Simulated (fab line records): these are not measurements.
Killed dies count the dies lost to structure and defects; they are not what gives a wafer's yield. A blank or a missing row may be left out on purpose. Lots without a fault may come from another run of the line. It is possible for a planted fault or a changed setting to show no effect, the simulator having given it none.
Which tool did it? + flow gf180mcu + Sampling: 11 lots, 33 wafers, 6 of 602 route steps

== WHAT THE GAUGES SHOWED, per wafer ==
GF_V2_CD_MEAS_14: the cd target is 260 nm. Usual: cd nm reads 260.0 nm (standard deviation 1.1).
| lot  | measured     | on        | cd nm (nm)        | flag |
|------|--------------|-----------|-------------------|------|
| L790 | day 20 20:50 | cd sem-02 | 260.6 260.7 260.1 |      |
| L791 | day 21 07:14 | cd sem-01 | 263.2 262.5 262.3 |      |
| L795 | day 22 23:18 | cd sem-01 | 258.3 260.9 259.0 |      |
| L797 | day 23 12:36 | cd sem-01 | 258.4 258.7 259.0 |      |
| L802 | day 25 06:48 | cd sem-02 | 261.4 261.8 261.1 |      |
| L804 | day 25 23:22 | cd sem-01 | 259.0 259.7 259.8 |      |
| L805 | day 26 08:39 | cd sem-01 | 258.8 259.5 257.7 |      |
| L807 | day 26 17:50 | cd sem-02 | 260.2 261.5 260.0 |      |
| L808 | day 27 01:32 | cd sem-01 | 259.1 259.2 259.8 |      |
| L810 | day 27 18:08 | cd sem-01 | 260.1 260.3 260.3 |      |
| L811 | day 28 04:26 | cd sem-02 | 259.2 259.4 260.1 |      |

GF_V3_THK_MEAS_01. Usual: V3_CVD_00_THK gives 606 nm (standard deviation 5.8).
| lot  | measured     | on            | V3_CVD_00_THK (nm) | flag |
|------|--------------|---------------|--------------------|------|
| L790 | day 21 22:49 | film metro-02 | 604 616 599        |      |
| L791 | day 22 08:43 | film metro-03 | 616 600 610        |      |
| L795 | day 24 00:41 | film metro-03 | 611 610 604        |      |
| L797 | day 24 13:53 | film metro-02 | 595 598 595        |      |
| L802 | day 26 06:40 | film metro-03 | 605 606 610        |      |
| L804 | day 26 22:38 | film metro-01 | 610 609 613        |      |
| L805 | day 27 07:52 | film metro-01 | 610 605 611        |      |
| L807 | day 27 16:17 | film metro-02 | 604 601 601        |      |
| L808 | day 28 00:02 | film metro-02 | 602 606 607        |      |
| L810 | day 28 15:34 | film metro-02 | 602 605 602        |      |
| L811 | day 29 02:08 | film metro-03 | 602 594 602        |      |

GF_M4_RS_MEAS_05: measures by four-point-probe. Usual: M4_ALCU_RS gives 0.0699 ohm/sq (standard deviation 0.00081).
| lot  | measured     | on            | M4_ALCU_RS (ohm/sq)  | flag |
|------|--------------|---------------|----------------------|------|
| L790 | day 23 00:19 | film metro-02 | 0.0706 0.0700 0.0703 |      |
| L791 | day 23 10:02 | film metro-02 | 0.0693 0.0706 0.0677 |      |
| L795 | day 25 00:55 | film metro-02 | 0.0692 0.0696 0.0690 |      |
| L797 | day 25 13:23 | film metro-02 | 0.0698 0.0693 0.0695 |      |
| L802 | day 27 05:58 | film metro-02 | 0.0994 0.0991 0.0998 | OFF  |
| L804 | day 27 21:21 | film metro-04 | 0.1010 0.1033 0.1013 | OFF  |
| L805 | day 28 06:07 | film metro-04 | 0.0698 0.0690 0.0702 |      |
| L807 | day 28 14:52 | film metro-02 | 0.0688 0.0686 0.0687 |      |
| L808 | day 28 22:08 | film metro-04 | 0.0696 0.0695 0.0689 |      |
| L810 | day 29 13:38 | film metro-04 | 0.0723 0.0699 0.0695 |      |
| L811 | day 29 22:54 | film metro-02 | 0.0708 0.0708 0.0716 |      |

GF_M4_THK_MEAS_06: measures by xrf. Usual: M4_ALCU_THK gives 445 nm (standard deviation 5.6).
| lot  | measured     | on            | M4_ALCU_THK (nm) | flag |
|------|--------------|---------------|------------------|------|
| L790 | day 23 00:26 | film metro-02 | 439 442 442      |      |
| L791 | day 23 10:09 | film metro-02 | 449 438 458      |      |
| L795 | day 25 01:02 | film metro-02 | 447 444 448      |      |
| L797 | day 25 13:30 | film metro-02 | 445 447 447      |      |
| L802 | day 27 06:05 | film metro-02 | 316 316 313      | OFF  |
| L804 | day 27 21:27 | film metro-04 | 309 304 308      | OFF  |
| L805 | day 28 06:14 | film metro-04 | 446 452 444      |      |
| L807 | day 28 14:58 | film metro-02 | 456 455 455      |      |
| L808 | day 28 22:14 | film metro-04 | 448 447 454      |      |
| L810 | day 29 13:46 | film metro-04 | 428 443 446      |      |
| L811 | day 29 23:00 | film metro-02 | 438 438 432      |      |

== EACH LOT AND THE TOOL THAT RAN IT (in order: tool; ch and the chambers of the sampled wafers; start) ==
| lot  | GF_V2_CVD_23                  | GF_M4_SPUTTER_02             |
|------|-------------------------------|------------------------------|
| L790 | cvd w-02 ch 0,1, day 20 21:47 | pvd sputter-02, day 23 00:14 |
| L791 | cvd w-02 ch 0,1, day 21 08:09 | pvd sputter-01, day 23 09:56 |
| L795 | cvd w-02 ch 0,1, day 23 00:13 | pvd sputter-04, day 25 00:49 |
| L797 | cvd w-02 ch 1, day 23 13:32   | pvd sputter-02, day 25 13:17 |
| L802 | cvd w-02 ch 1, day 25 07:45   | pvd sputter-02, day 27 05:52 |
| L804 | cvd w-02 ch 0,1, day 26 00:19 | pvd sputter-02, day 27 21:13 |
| L805 | cvd w-02 ch 0,1, day 26 09:37 | pvd sputter-04, day 28 06:02 |
| L807 | cvd w-01 ch 0,1, day 26 18:46 | pvd sputter-01, day 28 14:44 |
| L808 | cvd w-01 ch 0,1, day 27 02:28 | pvd sputter-04, day 28 22:01 |
| L810 | cvd w-02 ch 0,1, day 27 19:05 | pvd sputter-01, day 29 13:33 |
| L811 | cvd w-02 ch 0,1, day 28 05:22 | pvd sputter-04, day 29 22:46 |
- GF_V2_CVD_23: deposits W, target thk 350 nm, time 104.94 s.
- GF_M4_SPUTTER_02: material AlCu, target thk 450 nm, time 23.9 s.

== WHAT THE TOOLS THEMSELVES READ (means of the sampled wafers that have a number; where no wafer has one, the mark that the record gives instead) ==
GF_V2_CVD_23. Usual: heater power w reads 896 W (standard deviation 56).
| lot  | tool     | heater power w (W) | flag |
|------|----------|--------------------|------|
| L790 | cvd w-02 | 950                |      |
| L791 | cvd w-02 | 891                |      |
| L795 | cvd w-02 | 947                |      |
| L797 | cvd w-02 | 839                |      |
| L802 | cvd w-02 | 844                |      |
| L804 | cvd w-02 | 936                |      |
| L805 | cvd w-02 | 947                |      |
| L807 | cvd w-01 | 891                |      |
| L808 | cvd w-01 | 865                |      |
| L810 | cvd w-02 | 902                |      |
| L811 | cvd w-02 | 928                |      |

GF_M4_SPUTTER_02. Usual: throttle valve pct reads 30.0 % (standard deviation 1.1).
| lot  | tool           | throttle valve pct (%) | flag |
|------|----------------|------------------------|------|
| L790 | pvd sputter-02 | 30.3                   |      |
| L791 | pvd sputter-01 | 28.8                   |      |
| L795 | pvd sputter-04 | 30.4                   |      |
| L797 | pvd sputter-02 | 30.0                   |      |
| L802 | pvd sputter-02 | 30.9                   |      |
| L804 | pvd sputter-02 | 30.9                   |      |
| L805 | pvd sputter-04 | 29.8                   |      |
| L807 | pvd sputter-01 | 28.9                   |      |
| L808 | pvd sputter-04 | 30.4                   |      |
| L810 | pvd sputter-01 | 29.4                   |      |
| L811 | pvd sputter-04 | 29.8                   |      |

== THE ANSWER, worked out from the rows above alone ==
Rule: lot off if the mean of its wafers having a number is beyond 3 standard deviations from the usual mean. A lot without any number at a reading at which 4 lots or more have one is off too. All remaining lots with rows at the step are treated as sound. First the gauges in route order, then the tools' own readings, where a lot's mean is used as printed above. The first step at which some lot is off is used, and at that step the reading that is off furthest; a lot without a number counts as furthest.
Off: L802, L804, at GF_M4_RS_MEAS_05 (M4_ALCU_RS).
If a tool, at a process step before that reading, ran all the lots that are off and no sound lot after the first of them, it fits. Those tools and the gauges at GF_M4_RS_MEAS_05 are tried in the same way. One fits: GF_M4_SPUTTER_02 on pvd sputter-02. Its last sound lot is L797 (day 25 13:17), its first lot that is off L802 (day 27 05:52): a fault that began between those two fits.

== WHAT WAS PUT IN BY THE SIMULATOR ==
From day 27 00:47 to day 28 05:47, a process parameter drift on pvd sputter-02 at GF_M4_SPUTTER_02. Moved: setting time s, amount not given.
Lots struck among those shown: L802, L804. The rule above reached the same finding.
